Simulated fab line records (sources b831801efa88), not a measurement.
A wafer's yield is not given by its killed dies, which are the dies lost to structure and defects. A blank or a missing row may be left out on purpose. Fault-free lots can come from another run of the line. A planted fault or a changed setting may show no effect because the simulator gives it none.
fab line records ; flow sky130
record lots=5; wafers=15; lastDay=48
route steps=708 shown LOCAL_INTERCONNECT@393 CONTACT@406 METAL1@434 PAD_OPEN@708
lots that met no fault: from a run of the same line without faults
startH: the number of hours between the record's first day and the start of the first shown wafer of the lot ; waitH: how many hours have passed since the lot's step before this one ; " as in the row above ; L1.1+2: several wafers, shown together as one row ; - either no value or no given start ; * or withheld: withheld ; < > ~ a bound
route shown NAME@n: names a module that has steps shown in the file, with the first one's number in the route ; usual: mean and standard deviation over wafers with no fault ; same: alike in all rows ; chamber/n: place in a boat ; sites: readings site by site ; _std_site: how widely they spread, as a standard deviation ; _edge_site: the outer-site mean with the inner-site mean subtracted ; radiusMm: how far each site lies from the wafer's centre ; mask NAME#n: copy n ; behind: the most recent tool/chamber to have shaped the wafer ; hold: why the lot went on hold/how many hours it stayed there/how the hold came to an end ; device: which transistor (n, p or np) failed to switch ; end of line: the same wafers' tests at the end of the route ; step lacking rows: just its recipe ; killed: at the first sort, the dies lost to defects and structure; wafer yield is something else ; map: a wafer's dies, marking killed ones x, the rest . and places with no die _
set.NAME: the setting that was run; set.NAME@STEP: the one run at that earlier step ; model.NAME: the simulator's own value behind a step, which no gauge read
lots at some steps of the route; a table a step, a row a wafer
services: when a tool's chamber went out of use (startH, in hours from the record's first day, below 0 if earlier), for how many hours, and the reason
## steps
# step SKY_LOCAL_INTERCONNECT_COAT_06
# recipe resist=KrF-thick; spinRpm=3000; resistThkNm=450
# step SKY_LOCAL_INTERCONNECT_SOFTBAKE_07
# recipe tempC=100; timeS=90; resist=KrF-thick
# step SKY_LOCAL_INTERCONNECT_EXPOSE_08
# recipe maskId=LI1M; na=0.8; sourceShape=annular; sigmaInner=0.55; sigmaOuter=0.85; targetCdNm=170; doseMj=28
# step SKY_LOCAL_INTERCONNECT_PEB_09
# recipe pebTempC=withheld; pebTimeS=withheld; resist=KrF-thick
# step SKY_LOCAL_INTERCONNECT_DEVELOP_10
# recipe developTimeS=60; resist=KrF-thick; devTempC=21
# step SKY_LOCAL_INTERCONNECT_CD_MEAS_11
# recipe targetCdNm=170
# usual cdNm=170.3/1.4
lot.wafer;tool;chamber;startH;waitH;cdNm
L697.1;cdSem-01;-;698.58;-;170.5
L697.4;cdSem-01;-;698.58;-;168.8
L697.5;cdSem-01;-;698.58;-;170.7
L698.2;cdSem-01;-;711.55;-;169.6
L698.5;cdSem-01;-;711.55;-;169.9
L698.6;cdSem-01;-;711.55;-;168.7
L700.1;cdSem-02;-;730.09;-;170.7
L700.2;cdSem-02;-;730.09;-;172.5
L700.5;cdSem-02;-;730.09;-;172.0
L710.3;cdSem-02;-;806.97;-;172.7
L710.4;cdSem-02;-;806.97;-;173.1
L710.5;cdSem-02;-;806.97;-;173.2
L711.2;cdSem-01;-;812.65;-;171.2
L711.4;cdSem-01;-;812.65;-;171.0
L711.5;cdSem-01;-;812.65;-;169.2
# step SKY_LOCAL_INTERCONNECT_OVL_MEAS_12
# usual LOCAL_INTERCONNECT_OVL=1/4.4
lot.wafer;tool;chamber;startH;waitH;LOCAL_INTERCONNECT_OVL[nm]
L697.1;overlay-02;-;698.70;0.1;2
L697.4;overlay-02;-;698.70;0.1;3
L697.5;overlay-02;-;698.70;0.1;-6
L698.2;overlay-01;-;711.66;0.1;7
L698.5;overlay-01;-;711.66;0.1;5
L698.6;overlay-01;-;711.66;0.1;6
L700.1;overlay-01;-;730.21;0.1;4
L700.2;overlay-01;-;730.21;0.1;4
L700.5;overlay-01;-;730.21;0.1;-2
L710.3;overlay-01;-;807.07;0.1;0
L710.4;overlay-01;-;807.07;0.1;-5
L710.5;overlay-01;-;807.07;0.1;3
L711.2;overlay-02;-;812.76;0.1;12
L711.4;overlay-02;-;812.76;0.1;9
L711.5;overlay-02;-;812.76;0.1;-1
# step SKY_LOCAL_INTERCONNECT_ETCH_13
# recipe chemistry=N2/H2; target=BARC; ionEnergyEv=200; biasW=100; pressureMtorr=30; n2FlowSccm=100; h2FlowSccm=200; icpW=500; stopOn=SiO2; timeS=45.9; targetDepthA=600
# step SKY_LOCAL_INTERCONNECT_METAL_ETCH_14
# recipe targetDepthNm=110; stopOn=PSG; chemistry=Cl2/BCl3; target=TiN; resistSidewallDeg=88; pressureMtorr=10; icpW=900; biasW=48.5; Cl2_flow_sccm=60; bcl3FlowSccm=30; timeS=31.4
# step SKY_LOCAL_INTERCONNECT_STRIP_15
# recipe chemistry=O2/N2; powerW=1400; pressureMtorr=1500; platenTempC=withheld; o2FlowSccm=3000; n2FlowSccm=300; overashFraction=0.5
# step SKY_LOCAL_INTERCONNECT_STRIP_16
# recipe chemistry=postEtchResidueRemover; timeS=1200; tempC=72.5
# step SKY_LOCAL_INTERCONNECT_CLEAN_17
# recipe chemistry=IPA; timeS=180; tempC=25
# step SKY_LOCAL_INTERCONNECT_CLEAN_18
# recipe chemistry=O3/DIW; dry=n2Spin
lot.wafer;tool;chamber;startH;waitH
L697.1+4+5;wetBench-01;2;699.35;0.0
L698.2+5+6;wetBench-02;3;712.42;0.0
L700.1+2+5;wetBench-02;1;731.15;0.2
L710.3+4+5;wetBench-04;3;807.70;0.0
L711.2+4+5;wetBench-04;2;813.40;0.0
# step SKY_CONTACT_CVD_00
# recipe material=Si3N4; targetThkNm=75; tempC=400; timeS=withheld; rfW=450
# step SKY_CONTACT_THK_MEAS_01
# recipe reads=Si3N4_of_CONTACT_CVD_00
# usual CONTACT_CVD_00_THK=74.9/1.2
lot.wafer;tool;chamber;startH;waitH;CONTACT_CVD_00_THK[nm]
L697.1;filmMetro-02;-;699.48;-;73.2
L697.4;filmMetro-02;-;699.48;-;73.7
L697.5;filmMetro-02;-;699.48;-;75.0
L698.2;filmMetro-02;-;712.55;-;74.2
L698.5;filmMetro-02;-;712.55;-;75.0
L698.6;filmMetro-02;-;712.55;-;74.8
L700.1;filmMetro-01;-;731.27;-;73.6
L700.2;filmMetro-01;-;731.27;-;74.0
L700.5;filmMetro-01;-;731.27;-;77.3
L710.3;filmMetro-01;-;807.85;-;73.5
L710.4;filmMetro-01;-;807.85;-;75.0
L710.5;filmMetro-01;-;807.85;-;75.6
L711.2;filmMetro-03;-;813.54;-;73.0
L711.4;filmMetro-03;-;813.54;-;76.4
L711.5;filmMetro-03;-;813.54;-;73.4
# step SKY_CONTACT_HDPCVD_02
# recipe material=SiO2; targetThkNm=565; sigmaOpenFrac=0.3; timeS=94.2; tempC=600; sih4FlowSccm=60; pressureMtorr=6
# step SKY_CONTACT_THK_MEAS_03
# recipe reads=SiO2_of_CONTACT_HDPCVD_02
# usual CONTACT_HDPCVD_THK=568/8.5
lot.wafer;tool;chamber;startH;waitH;CONTACT_HDPCVD_THK[nm]
L697.1;filmMetro-03;-;699.61;0.0;567
L697.4;filmMetro-03;-;699.61;0.0;565
L697.5;filmMetro-03;-;699.61;0.0;566
L698.2;filmMetro-01;-;712.68;0.0;564
L698.5;filmMetro-01;-;712.68;0.0;574
L698.6;filmMetro-01;-;712.68;0.0;576
L700.1;filmMetro-03;-;731.40;0.0;567
L700.2;filmMetro-03;-;731.40;0.0;567
L700.5;filmMetro-03;-;731.40;0.0;566
L710.3;filmMetro-03;-;807.98;0.1;564
L710.4;filmMetro-03;-;807.98;0.1;562
L710.5;filmMetro-03;-;807.98;0.1;564
L711.2;filmMetro-02;-;813.67;0.0;555
L711.4;filmMetro-02;-;813.67;0.0;549
L711.5;filmMetro-02;-;813.67;0.0;556
# step SKY_CONTACT_CMP_04
# recipe material=SiO2; downForcePsi=4; platenRpm=60; padVelocityMS=0.94248
# usual motorCurrentA=11.8/1; timeToEndpointS=85/4.3
lot.wafer;tool;chamber;startH;waitH;motorCurrentA;timeToEndpointS
L697.1;cmp-02;0;699.77;0.1;12.2;88
L697.4;cmp-02;1;699.77;0.1;10.3;89
L697.5;cmp-02;2;699.77;0.1;12.2;84
L698.2;cmp-02;3;712.83;0.1;11.6;82
L698.5;cmp-02;1;712.83;0.1;9.7;96
L698.6;cmp-02;2;712.83;0.1;13.3;88
L700.2;cmp-02;3;731.46;0.0;11.4;84
L700.1;cmp-02;1;731.46;0.0;10.1;90
L700.5;cmp-02;3;731.46;0.0;11.5;83
L710.3;cmp-01;2;808.07;0.1;13.3;81
L710.4;cmp-01;0;808.07;0.1;12.7;88
L710.5;cmp-01;1;808.07;0.1;10.5;79
L711.4;cmp-02;3;813.72;0.0;11.5;72
L711.2;cmp-02;2;813.72;0.0;12.2;77
L711.5;cmp-02;0;813.72;0.0;12.6;79
# step SKY_CONTACT_BOW_MEAS_05
# recipe mode=bow
# usual CONTACT_BOW=83/6.9
lot.wafer;tool;chamber;startH;waitH;CONTACT_BOW[um]
L697.1;filmMetro-03;-;699.97;0.1;90
L697.4;filmMetro-03;-;699.97;0.1;80
L697.5;filmMetro-03;-;699.97;0.1;81
L698.2;filmMetro-01;-;713.05;0.2;67
L698.5;filmMetro-01;-;713.05;0.2;75
L698.6;filmMetro-01;-;713.05;0.2;84
L700.1;filmMetro-03;-;731.76;0.1;80
L700.2;filmMetro-03;-;731.76;0.1;79
L700.5;filmMetro-03;-;731.76;0.1;76
L710.3;filmMetro-01;-;808.36;0.2;95
L710.4;filmMetro-01;-;808.36;0.2;92
L710.5;filmMetro-01;-;808.36;0.2;78
L711.2;filmMetro-01;-;814.04;0.1;80
L711.4;filmMetro-01;-;814.04;0.1;82
L711.5;filmMetro-01;-;814.04;0.1;78
# step SKY_CONTACT_DEHYDRATE_06
# recipe tempC=200; timeS=60
# step SKY_CONTACT_HMDS_07
# recipe primeTimeS=60; primeTempC=120
# step SKY_CONTACT_COAT_08
# recipe resist=BARC; tempC=withheld; timeS=withheld; spinRpm=3000; resistThkNm=60
# step SKY_CONTACT_COAT_09
# recipe resist=KrF-thick; spinRpm=3000; resistThkNm=450
# step SKY_CONTACT_SOFTBAKE_10
# recipe tempC=100; timeS=90; resist=KrF-thick
# step SKY_CONTACT_EXPOSE_11
# recipe maskId=CTM1; na=0.8; sourceShape=annular; sigmaInner=0.55; sigmaOuter=0.85; targetCdNm=170; doseMj=38
# step SKY_CONTACT_PEB_12
# recipe pebTempC=withheld; pebTimeS=withheld; resist=KrF-thick
# step SKY_CONTACT_DEVELOP_13
# recipe developTimeS=60; resist=KrF-thick; devTempC=21
# step SKY_CONTACT_CD_MEAS_14
# recipe targetCdNm=170
# usual cdNm=170.0/1.6
lot.wafer;tool;chamber;startH;waitH;cdNm
L697.1;cdSem-02;-;730.33;-;166.6
L697.4;cdSem-02;-;730.33;-;169.8
L697.5;cdSem-02;-;730.33;-;167.3
L698.2;cdSem-02;-;737.50;-;167.8
L698.5;cdSem-02;-;737.50;-;165.9
L698.6;cdSem-02;-;737.50;-;166.0
L700.1;cdSem-01;-;758.53;-;169.7
L700.2;cdSem-01;-;758.53;-;170.0
L700.5;cdSem-01;-;758.53;-;169.2
L710.3;cdSem-01;-;834.02;-;170.2
L710.4;cdSem-01;-;834.02;-;171.5
L710.5;cdSem-01;-;834.02;-;172.1
L711.2;cdSem-01;-;839.85;-;171.5
L711.4;cdSem-01;-;839.85;-;172.5
L711.5;cdSem-01;-;839.85;-;172.5
# step SKY_CONTACT_OVL_MEAS_15
# usual CONTACT_OVL=-1/5.6
lot.wafer;tool;chamber;startH;waitH;CONTACT_OVL[nm]
L697.1;overlay-01;-;730.45;0.1;2
L697.4;overlay-01;-;730.45;0.1;4
L697.5;overlay-01;-;730.45;0.1;5
L698.2;overlay-01;-;737.61;0.1;3
L698.5;overlay-01;-;737.61;0.1;-4
L698.6;overlay-01;-;737.61;0.1;2
L700.1;overlay-01;-;758.65;0.1;-1
L700.2;overlay-01;-;758.65;0.1;5
L700.5;overlay-01;-;758.65;0.1;3
L710.3;overlay-01;-;834.12;0.1;1
L710.4;overlay-01;-;834.12;0.1;0
L710.5;overlay-01;-;834.12;0.1;10
L711.2;overlay-01;-;839.96;0.1;-5
L711.4;overlay-01;-;839.96;0.1;-9
L711.5;overlay-01;-;839.96;0.1;-6
# step SKY_CONTACT_ETCH_16
# recipe chemistry=N2/H2; target=BARC; ionEnergyEv=200; sourceW=500; biasW=100; pressureMtorr=30; n2FlowSccm=100; h2FlowSccm=200; stopOn=SiO2; timeS=44.62; targetDepthA=600
# usual drypumpMotorCurrentA=5.8/0.42; oesProductAu=0.869/0.0053; throttleValvePct=13.224/0.0099
lot.wafer;tool;chamber;startH;waitH;drypumpMotorCurrentA;oesProductAu;rfHoursCounterH;throttleValvePct
L697.1;rieDiel-02;1;730.49;0.0;6.0;0.874;19;13.224
L697.4;rieDiel-02;0;730.49;0.0;5.9;0.869;-;13.216
L697.5;rieDiel-02;1;730.49;0.0;6.0;0.863;-;13.223
L698.2;rieDiel-03;3;737.64;0.0;5.1;0.868;13;13.232
L698.5;rieDiel-03;2;737.64;0.0;5.8;0.864;-;13.225
L698.6;rieDiel-03;1;737.64;0.0;5.1;0.874;-;13.230
L700.1;rieDiel-02;0;758.69;0.0;5.8;0.878;24;13.228
L700.2;rieDiel-02;1;758.69;0.0;6.0;0.880;20;13.226
L700.5;rieDiel-02;0;758.69;0.0;5.9;0.877;-;13.213
L710.3;rieDiel-02;0;834.14;0.0;5.8;0.863;26;13.232
L710.4;rieDiel-02;2;834.14;0.0;5.5;0.859;11;13.232
L710.5;rieDiel-02;0;834.14;0.0;5.8;0.860;-;13.226
L711.2;rieDiel-02;2;839.99;0.0;5.5;0.881;11;13.217
L711.4;rieDiel-02;1;839.99;0.0;6.0;0.866;23;13.209
L711.5;rieDiel-02;1;839.99;0.0;6.0;0.865;-;13.237
# step SKY_CONTACT_ETCH_17
# recipe target=SiO2; chemistry=C4F8/O2/Ar; stopOn=Si3N4; maskMaterial=KrF-thick; sourceW=1500; biasW=1200; pressureMtorr=40; c4f8FlowSccm=withheld; O2_flow_sccm=6; Ar_flow_sccm=300; timeS=withheld; targetDepthA=3400
# step SKY_CONTACT_ETCH_18
# recipe target=Si3N4; chemistry=CHF3/O2; stopOn=TiN; sourceW=600; biasW=200; pressureMtorr=40; chf3FlowSccm=50; O2_flow_sccm=5; timeS=39; targetDepthA=750
# usual drypumpMotorCurrentA=5.8/0.42; oesProductAu=0.854/0.0079; throttleValvePct=8.795/0.0093
lot.wafer;tool;chamber;startH;waitH;drypumpMotorCurrentA;oesProductAu;rfHoursCounterH;throttleValvePct
L697.1;rieDiel-02;1;-;-;5.9;0.840;20;8.795
L697.4;rieDiel-02;0;-;-;5.8;0.847;-;8.803
L697.5;rieDiel-02;1;-;-;6.0;0.847;-;8.790
L698.2;rieDiel-03;3;-;-;5.1;0.845;13;8.785
L698.5;rieDiel-03;2;-;-;5.8;0.859;-;8.786
L698.6;rieDiel-03;1;-;-;5.1;0.851;-;8.789
L700.1;rieDiel-02;0;-;-;5.8;0.841;24;8.785
L700.2;rieDiel-02;1;-;-;6.0;0.856;20;8.800
L700.5;rieDiel-02;0;-;-;5.8;0.862;-;8.800
L710.3;rieDiel-02;0;-;-;5.8;0.847;27;8.795
L710.4;rieDiel-02;2;-;-;5.4;0.854;11;8.796
L710.5;rieDiel-02;0;-;-;5.8;0.861;-;8.807
L711.2;rieDiel-02;2;-;-;5.5;0.852;11;8.798
L711.4;rieDiel-02;1;-;-;6.0;0.855;23;8.788
L711.5;rieDiel-02;1;-;-;6.0;0.849;-;8.791
# step SKY_CONTACT_STRIP_19
# recipe chemistry=O2/N2; powerW=1400; pressureMtorr=1500; platenTempC=withheld; o2FlowSccm=3000; n2FlowSccm=300; overashFraction=0.5
# step SKY_CONTACT_STRIP_20
# recipe chemistry=postEtchResidueRemover; timeS=1200; tempC=72.5
# step SKY_CONTACT_CLEAN_21
# recipe chemistry=IPA; timeS=180; tempC=25
# step SKY_CONTACT_CLEAN_22
# recipe chemistry=O3/DIW; dry=n2Spin
# step SKY_CONTACT_SPUTTER_23
# recipe material=TiN; targetThkNm=20; chamberPressurePa=5.23; powerW=4000; timeS=80
# step SKY_CONTACT_CVD_24
# recipe material=W; targetThkNm=340; timeS=102.12; tempC=400; pressureTorr=40
# usual heaterPowerW=845/48; susceptorTempC=399.98/0.23
lot.wafer;tool;chamber;startH;waitH;heaterPowerW;susceptorTempC
L697.1;cvdW-02;1;731.36;0.0;842;399.88
L697.4;cvdW-02;0;731.36;0.0;814;400.05
L697.5;cvdW-02;0;731.36;0.0;812;399.85
L698.2;cvdW-02;1;738.46;0.0;843;400.15
L698.5;cvdW-02;0;738.46;0.0;833;399.78
L698.6;cvdW-02;1;738.46;0.0;856;399.80
L700.1;cvdW-02;0;759.57;0.0;820;400.06
L700.2;cvdW-02;1;759.57;0.0;828;399.89
L700.5;cvdW-02;0;759.57;0.0;831;399.94
L710.3;cvdW-01;0;834.99;0.1;926;400.18
L710.4;cvdW-01;1;834.99;0.1;804;400.01
L710.5;cvdW-01;0;834.99;0.1;926;400.31
L711.2;cvdW-02;0;840.87;0.1;834;400.08
L711.4;cvdW-02;1;840.87;0.1;849;400.00
L711.5;cvdW-02;0;840.87;0.1;819;400.07
# step SKY_CONTACT_RS_MEAS_25
# recipe thkMeasGauge=four-point-probe; reads=W_of_CONTACT_CVD_24+TiN_of_CONTACT_SPUTTER_23
# usual CONTACT_W_RS=0.338/0.0048
lot.wafer;tool;chamber;startH;waitH;CONTACT_W_RS[ohm/sq]
L697.1;filmMetro-02;-;731.47;0.1;0.342
L697.4;filmMetro-02;-;731.47;0.1;0.334
L697.5;filmMetro-02;-;731.47;0.1;0.333
L698.2;filmMetro-02;-;738.59;0.1;0.339
L698.5;filmMetro-02;-;738.59;0.1;0.334
L698.6;filmMetro-02;-;738.59;0.1;0.344
L700.1;filmMetro-02;-;759.68;0.1;0.335
L700.2;filmMetro-02;-;759.68;0.1;0.338
L700.5;filmMetro-02;-;759.68;0.1;0.334
L710.3;filmMetro-03;-;835.11;0.1;0.344
L710.4;filmMetro-03;-;835.11;0.1;0.337
L710.5;filmMetro-03;-;835.11;0.1;0.341
L711.2;filmMetro-03;-;841.00;0.1;0.333
L711.4;filmMetro-03;-;841.00;0.1;0.340
L711.5;filmMetro-03;-;841.00;0.1;0.331
# step SKY_CONTACT_THK_MEAS_26
# recipe thkMeasGauge=xrf; reads=W_of_CONTACT_CVD_24
# usual CONTACT_W_THK=339/5
lot.wafer;tool;chamber;startH;waitH;CONTACT_W_THK[nm]
L697.1;filmMetro-02;-;731.59;0.1;330
L697.4;filmMetro-02;-;731.59;0.1;338
L697.5;filmMetro-02;-;731.59;0.1;340
L698.2;filmMetro-02;-;738.70;0.1;332
L698.5;filmMetro-02;-;738.70;0.1;337
L698.6;filmMetro-02;-;738.70;0.1;328
L700.1;filmMetro-02;-;759.80;0.1;341
L700.2;filmMetro-02;-;759.80;0.1;337
L700.5;filmMetro-02;-;759.80;0.1;344
L710.3;filmMetro-03;-;835.21;0.1;333
L710.4;filmMetro-03;-;835.21;0.1;342
L710.5;filmMetro-03;-;835.21;0.1;340
L711.2;filmMetro-03;-;841.11;0.1;348
L711.4;filmMetro-03;-;841.11;0.1;340
L711.5;filmMetro-03;-;841.11;0.1;350
# step SKY_CONTACT_CMP_27
# recipe stopOn=SiO2; tOverpolishS=15; downForcePsi=3.5; platenRpm=60; targetThkNm=0; padVelocityMS=0.94248
# step SKY_METAL1_SPUTTER_00
# recipe material=Ti; targetThkNm=15; powerW=3000; timeS=10; chamberPressurePa=0.4
# usual throttleValvePct=29.9/1.5
lot.wafer;tool;chamber;startH;waitH;throttleValvePct
L697.1;pvdSputter-03;-;732.21;0.2;30.6
L697.4;pvdSputter-03;-;732.21;0.2;31.8
L697.5;pvdSputter-03;-;732.21;0.2;30.3
L698.2;pvdSputter-02;-;739.05;0.1;30.3
L698.5;pvdSputter-02;-;739.05;0.1;30.2
L698.6;pvdSputter-02;-;739.05;0.1;30.6
L700.1;pvdSputter-01;-;760.16;0.2;29.3
L700.2;pvdSputter-01;-;760.16;0.2;32.1
L700.5;pvdSputter-01;-;760.16;0.2;29.6
L710.3;pvdSputter-01;-;835.55;0.2;28.6
L710.4;pvdSputter-01;-;835.55;0.2;29.3
L710.5;pvdSputter-01;-;835.55;0.2;28.7
L711.2;pvdSputter-01;-;841.46;0.1;27.8
L711.4;pvdSputter-01;-;841.46;0.1;32.2
L711.5;pvdSputter-01;-;841.46;0.1;27.7
# step SKY_PAD_OPEN_PROBE_99
# usual killed_at_M0_to_M3=44/6.6; killed_at_M4_up=2.9/1.8; killedAtContacts=24/4.8; killedAtFrontEnd=15/4.5; killedAtOther=0.3/0.64; killedDies=86/8.7; killedOnRim=17/3.8; killedOpen=47/6.5; killedShort=39/5.8
# same grossDies=492; killedAtBackSide=0
lot.wafer;tool;chamber;startH;waitH;killed_at_M0_to_M3;killed_at_M4_up;killedAtContacts;killedAtFrontEnd;killedAtOther;killedDies;killedOnRim;killedOpen;killedShort
L710.3;prober-02;-;1149.18;0.2;43;0;47;18;0;108;33;45;34
L710.4;prober-02;-;1149.23;0.2;42;2;46;12;0;102;30;51;24
L710.5;prober-02;-;1149.28;0.2;38;1;56;13;0;108;27;50;30
L711.2;prober-01;-;1152.95;0.1;35;1;22;15;0;73;11;34;39
L711.4;prober-01;-;1153.05;0.2;55;1;29;9;0;94;21;53;41
L711.5;prober-01;-;1153.10;0.2;49;2;14;18;0;83;19;43;40
# killed by level:class
L710.3 LOCAL_INTERCONNECT:unspecified=28 VIA1:geometricParticle:open=8 VIA2:geometricParticle:open=7 VIA1:geometricParticle:short=6 LI_CONTACT:geometricParticle:open=6 CONTACT:geometricParticle:open=6 METAL1:geometricParticle:short=6 VIA3:geometricParticle:open=5
L710.4 LOCAL_INTERCONNECT:unspecified=26 VIA1:geometricParticle:open=17 LI_CONTACT:geometricParticle:open=10 CONTACT:geometricParticle:open=7 VIA3:geometricParticle:open=6 METAL1:geometricParticle:short=5 VIA2:geometricParticle:open=4 POLY_GATE:geometricParticle:short=3
L710.5 LOCAL_INTERCONNECT:unspecified=27 CONTACT:geometricParticle:open=9 LI_CONTACT:geometricParticle:open=8 VIA1:geometricParticle:open=8 VIA3:geometricParticle:open=6 VIA1:geometricParticle:short=5 POLY_GATE:geometricParticle:open=4 LOCAL_INTERCONNECT:geometricParticle:short=4
L711.2 CONTACT:geometricParticle:open=11 METAL2:geometricParticle:short=9 POLY_GATE:geometricParticle:short=8 VIA3:geometricParticle:open=6 VIA1:geometricParticle:open=6 FIELD_ISO:geometricParticle:short=5 LI_CONTACT:geometricParticle:open=4 LOCAL_INTERCONNECT:geometricParticle:short=4
L711.4 VIA1:geometricParticle:open=14 CONTACT:geometricParticle:open=10 VIA3:geometricParticle:open=8 CONTACT:geometricParticle:short=7 VIA1:geometricParticle:short=7 METAL2:geometricParticle:short=7 VIA2:geometricParticle:open=6 LI_CONTACT:geometricParticle:open=5
L711.5 VIA1:geometricParticle:open=12 VIA3:geometricParticle:open=9 CONTACT:geometricParticle:open=7 METAL1:geometricParticle:short=7 FIELD_ISO:geometricParticle:short=6 VIA2:geometricParticle:open=6 POLY_GATE:geometricParticle:short=5 METAL2:geometricParticle:short=5
# map L710.3 (x killed, . not)
__________xxxxxxxxxx_________
________.xxxxxxxxxxx.x_______
______...xx.xxxxx.x....._____
_____.....x..x...x...x...____
____..x....x............x.___
___x..x........x....x.....x__
__x....xxx............x..xx._
_.x...............x..x.x.x..x
_x.......x.................x.
_...x.........x..........x.x.
_........x..x...xx...........
_..............x.......x.....
_..........x...x........x....
_...x..x....xxxx....x....x...
_....x............x..........
__...x..........x.x.xx....xx_
___..xx.x....x..xx......x.x__
____.x....x......x........___
_____........x...........____
______......x.........x._____
________xx...........x_______
__________...x.x.x.._________
# map L711.4 (x killed, . not)
__________.........._________
________x..x.........._______
______....x..x.........._____
_____xx.xx.x.........x...____
____..xx.x.x...........x..___
___..x.x....xx.x...x....x..__
__...x....x........xx......._
_.....x.x...x.....x.x.x.....x
_..x..........x..x.x.........
_...x.....x..................
_....x......x.x.x.....x......
_x.....xx................x.x.
_........x..............xxx..
_x.....x..xxxx.....x...x..x..
_............xx..x...........
__x.x.x............x.....x.._
___.xx...x.x...xx.........x__
____xx.....x........x.....___
_____.......x..x.........____
______.x.......x.....x.x_____
________.xx........x.._______
__________x......xxx_________
## services
tool;chamber;startH;hours;kind
rieDiel-03;-;676.75;1.1;repair
cvdW-01;-;686.10;1.5;repair
rieDiel-02;1;692.01;12.0;repair
cmp-01;-;693.93;1.2;repair
rieDiel-02;3;701.85;50.4;repair
rieDiel-03;-;708.49;0.6;repair
rieDiel-02;1;710.34;8.5;repair
rieDiel-03;2;738.45;8.1;repair
cmp-01;-;741.27;0.9;repair
cmp-02;-;745.19;4.0;pm
cmp-02;-;749.19;4.9;pm
pvdSputter-01;-;750.50;2.2;repair
cvdW-01;-;763.48;0.3;repair
cvdW-01;-;768.82;0.5;repair
cmp-02;-;782.13;4.4;pm
rieDiel-02;3;786.52;13.1;repair
cmp-01;-;791.48;5.0;pm
rieDiel-03;0;801.94;3.6;repair
rieDiel-03;-;805.20;2.8;pm
pvdSputter-03;-;815.80;15.5;repair
rieDiel-03;3;830.99;4.3;repair
rieDiel-03;0;833.33;12.1;repair
rieDiel-02;-;834.57;1.9;repair
rieDiel-02;-;837.47;0.1;repair
## key
firstSign step=SKY_PAD_OPEN_PROBE_99; reading=killedAtContacts; direction=up; sigmas=5.3; usual=24; struck=50
effect step=SKY_PAD_OPEN_PROBE_99; reading=killedDies; direction=up; sigmas=2.3; usual=86; struck=106
metAt SKY_LOCAL_INTERCONNECT_CLEAN_18
struckWafers L710.3,L710.4,L710.5
testerLeftOut L710
alsoFits SKY_CONTACT_CMP_04:cmp-01,SKY_CONTACT_CVD_24:cvdW-01
fault kind=chamberParticleSource; tool=wetBench-04; chamber=3; onsetH=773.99; steps=SKY_LOCAL_INTERCONNECT_CLEAN_18; ratePerVisitCm2=1.8593; endH=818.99
# testerLeftOut: of these lots the tester's yield and bins aren't shown, on N5 and GAA mostly nor the transistor test; their killed dies are dies lost to structure and defects alone, not to doping, threshold or leakage, so they don't give the yield
